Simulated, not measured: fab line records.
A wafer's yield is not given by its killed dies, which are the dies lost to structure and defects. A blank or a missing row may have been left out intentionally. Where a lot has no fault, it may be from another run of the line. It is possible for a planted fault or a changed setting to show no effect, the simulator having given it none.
Chamber matching / flow sky130 / SKY_FIELD_ISO_ETCH_17 on rieSi-02 has 4 sister chambers
The step etches Si in HBr/Cl2/O2, target depth 342 nm, time 97.7 s. 14 wafers are shown with their chamber, then 7 later ones without.

WAFERS WITH THEIR CHAMBER
wafer=L931.1; chamber=3; oesProductAu (a.u.)=1.030; throttleValvePct (%)=25.642; O2_flow_sccm (sccm)=6.009
wafer=L931.4; chamber=1; oesProductAu (a.u.)=0.999; throttleValvePct (%)=25.660; O2_flow_sccm (sccm)=5.992
wafer=L931.5; chamber=0; oesProductAu (a.u.)=1.013; throttleValvePct (%)=25.658; O2_flow_sccm (sccm)=6.000
wafer=L934.2; chamber=1; oesProductAu (a.u.)=1.000; throttleValvePct (%)=25.654; O2_flow_sccm (sccm)=5.993
wafer=L934.3; chamber=0; oesProductAu (a.u.)=1.006; throttleValvePct (%)=25.626; O2_flow_sccm (sccm)=5.997
wafer=L934.4; chamber=2; oesProductAu (a.u.)=1.005; throttleValvePct (%)=25.654; O2_flow_sccm (sccm)=5.986
wafer=L937.1; chamber=1; oesProductAu (a.u.)=1.007; throttleValvePct (%)=25.655; O2_flow_sccm (sccm)=6.014
wafer=L937.3; chamber=2; oesProductAu (a.u.)=1.001; throttleValvePct (%)=25.648; O2_flow_sccm (sccm)=5.976
wafer=L938.3; chamber=2; oesProductAu (a.u.)=1.006; throttleValvePct (%)=25.657; O2_flow_sccm (sccm)=6.027
wafer=L938.6; chamber=2; oesProductAu (a.u.)=1.009; throttleValvePct (%)=25.652; O2_flow_sccm (sccm)=5.997
wafer=L940.1; chamber=1; oesProductAu (a.u.)=1.002; throttleValvePct (%)=25.658; O2_flow_sccm (sccm)=5.988
wafer=L940.3; chamber=0; oesProductAu (a.u.)=1.004; throttleValvePct (%)=25.647; O2_flow_sccm (sccm)=6.008
wafer=L950.2; chamber=3; oesProductAu (a.u.)=1.022; throttleValvePct (%)=25.638; O2_flow_sccm (sccm)=6.006
wafer=L950.4; chamber=1; oesProductAu (a.u.)=1.000; throttleValvePct (%)=25.649; O2_flow_sccm (sccm)=6.028

SIGNATURES (averages over the wafers above)
reading=oesProductAu; chamber 0=1.00767; chamber 1=1.00160; chamber 2=1.00525; chamber 3=1.02600; scatter within a chamber=0.00388
reading=throttleValvePct; chamber 0=25.64367; chamber 1=25.65520; chamber 2=25.65275; chamber 3=25.64000; scatter within a chamber=0.00806
reading=O2_flow_sccm; chamber 0=6.00167; chamber 1=6.00300; chamber 2=5.99650; chamber 3=6.00750; scatter within a chamber=0.0165
Rule: distance of a wafer from a chamber = root of the sum over the readings of ((wafer's reading minus chamber's mean) / reading's scatter) squared. The wafer belongs to the nearest chamber; if the next one is less than 2 further off, it can't be placed. The scatter: take each reading less its chamber's mean, square it, sum over the shown wafers, divide by the number of wafers less the number of chambers, and take the root.

WAFERS WITHOUT THEIR CHAMBER
wafer=L950.6; oesProductAu (a.u.)=1.016; throttleValvePct (%)=25.637; O2_flow_sccm (sccm)=5.991
wafer=L954.1; oesProductAu (a.u.)=0.994; throttleValvePct (%)=25.644; O2_flow_sccm (sccm)=5.973
wafer=L954.5; oesProductAu (a.u.)=1.011; throttleValvePct (%)=25.658; O2_flow_sccm (sccm)=6.007
wafer=L954.6; oesProductAu (a.u.)=1.001; throttleValvePct (%)=25.640; O2_flow_sccm (sccm)=6.001
wafer=L952.1; oesProductAu (a.u.)=0.981; throttleValvePct (%)=25.656; O2_flow_sccm (sccm)=5.988
wafer=L952.3; oesProductAu (a.u.)=1.008; throttleValvePct (%)=25.647; O2_flow_sccm (sccm)=6.010
wafer=L952.5; oesProductAu (a.u.)=0.990; throttleValvePct (%)=25.671; O2_flow_sccm (sccm)=5.986

EACH ONE'S CHAMBER
wafer=L950.6; from the rows above=can't be placed: 0 or 3 or 2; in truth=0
wafer=L954.1; from the rows above=can't be placed: 1 or 2 or 0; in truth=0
wafer=L954.5; from the rows above=can't be placed: 2 or 0 or 1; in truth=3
wafer=L954.6; from the rows above=can't be placed: 0 or 1 or 2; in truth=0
wafer=L952.1; from the rows above=can't be placed: 1 or 2 or 0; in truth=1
wafer=L952.3; from the rows above=can't be placed: 0 or 2 or 1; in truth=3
wafer=L952.5; from the rows above=can't be placed: 1 or 2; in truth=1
Correct placement for 0 of the 7. Not placeable from these rows: 7 (in 5, the candidates include the true chamber). 0 placed wrongly.
